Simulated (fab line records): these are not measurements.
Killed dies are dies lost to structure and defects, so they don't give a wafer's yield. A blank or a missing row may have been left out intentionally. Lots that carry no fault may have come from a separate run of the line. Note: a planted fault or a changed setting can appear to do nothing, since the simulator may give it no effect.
Code-filled problem report in 8D (eight disciplines) form | flow sfqLine | the parts of the form that need people (team, actions taken, sign-off) are left out

1. THE PROBLEM
Mean M0_NB_RS at SFQ_M0_RS_MEAS_904: 0.811 ohm/sq over 2 wafers in 2 lots; fault-free wafers: 0.888 ohm/sq, standard deviation 0.0098. Measured from the usual mean, that is -7.9 standard deviations.
The step: measures by four-point-probe.
The first sign was on wafer L678.1 at day 9 21:36, on filmMetro-03. The record has a number at this step for 18 wafers belonging to 6 lots. Rule for "out" (also "out of limits"): further than 4 standard deviations from the usual mean. The other wafers with a number count as sound.

2. WHAT IT IS, AND WHAT IT ISN'T
question                    | is               | is not
which readings at this step | M0_NB_RS         | -
which lots                  | L678, L679       | L670, L676, L688, L692
which wafers of those lots  | L678.1, L679.1   | L678.2, L678.5, L679.4, L679.5
read on which gauges        | filmMetro-03     | filmMetro-02
when                        | from day 9 21:36 | up to then (8 sound wafers); but 8 sound wafers of L679, L688, L692 came after

3. WHAT RULES OUT EACH SUSPECT
Counting: any tool at a process step up to the reading remains a suspect provided it ran every lot that is out. Sound lots after the first of them don't rule it out here, since some wafers of a struck lot are sound.
- the gauge at SFQ_M0_RS_MEAS_904 is ruled out. All the wafers that are out were read on filmMetro-03, but those of them that SFQ_TRILAYER_M0_ETCH_METAL_ETCH_024 has rows for are out there too, on other tools.
- pvdSputter-06 at SFQ_TRILAYER_M0_DEP_SPUTTER_019 (material Nb, target thk 200 nm, time 133.3 s): kept. Every lot that is out went through it, the first being L678 (day 9 21:31); the last sound lot it ran before that was L676 (day 8 03:37).
Remaining after the count: pvdSputter-06 at SFQ_TRILAYER_M0_DEP_SPUTTER_019.

4. THE CAUSE (what the simulator had put in)
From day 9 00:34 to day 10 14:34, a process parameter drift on pvdSputter-06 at SFQ_TRILAYER_M0_DEP_SPUTTER_019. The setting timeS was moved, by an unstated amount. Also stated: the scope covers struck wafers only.
The count eliminated every tool but this one.

5. SEQUENCE OF EFFECTS, ordered by route
Each row: a reading whose mean over the struck wafers that have a number lies more than 3 standard deviations from the usual. Readings are gone through only where the record gives a usual standard deviation; hours: the median, over the lots, of the time from a lot's start at the first step in this table giving one to that lot's start at this step; sigmas: the change measured in usual standard deviations.
hours | step                                | reading      | usual        | on struck wafers | change | sigmas
0     | SFQ_M0_RS_MEAS_904                  | M0_NB_RS     | 0.888 ohm/sq | 0.811            | -0.077 | -7.9
108   | SFQ_TRILAYER_M0_ETCH_METAL_ETCH_024 | oesProductAu | 0.896 a.u.   | 0.943            | +0.047 | +7.0
Its process steps:
- SFQ_TRILAYER_M0_ETCH_METAL_ETCH_024: etches Nb in Cl2/Ar, stops on SiO2, target depth 240 nm, time 120 s.
Later steps that measure or inspect, where all struck wafers having a row at the step show a number for every such reading and not one has moved that far: SFQ_M0_OVL_MEAS_906, SFQ_I0_BOW_MEAS_907, SFQ_I0_OVL_MEAS_908, SFQ_M8_BOW_MEAS_951.

6. HOW IT WOULD HAVE BEEN CAUGHT EARLIER
The first out-of-limits reading at a measuring or inspecting step in this record came at day 9 21:36, 21 hours after the fault's start at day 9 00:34.
An alarm limit of 4 standard deviations would not have fired on the tool readings at SFQ_TRILAYER_M0_DEP_SPUTTER_019 for which the record gives a usual standard deviation, since none of them was out on any struck wafer.
Of the lots that are out (2), L679 began SFQ_TRILAYER_M0_DEP_SPUTTER_019 on pvdSputter-06 after day 9 21:36. It would have been spared by a hold on the tool at that moment.
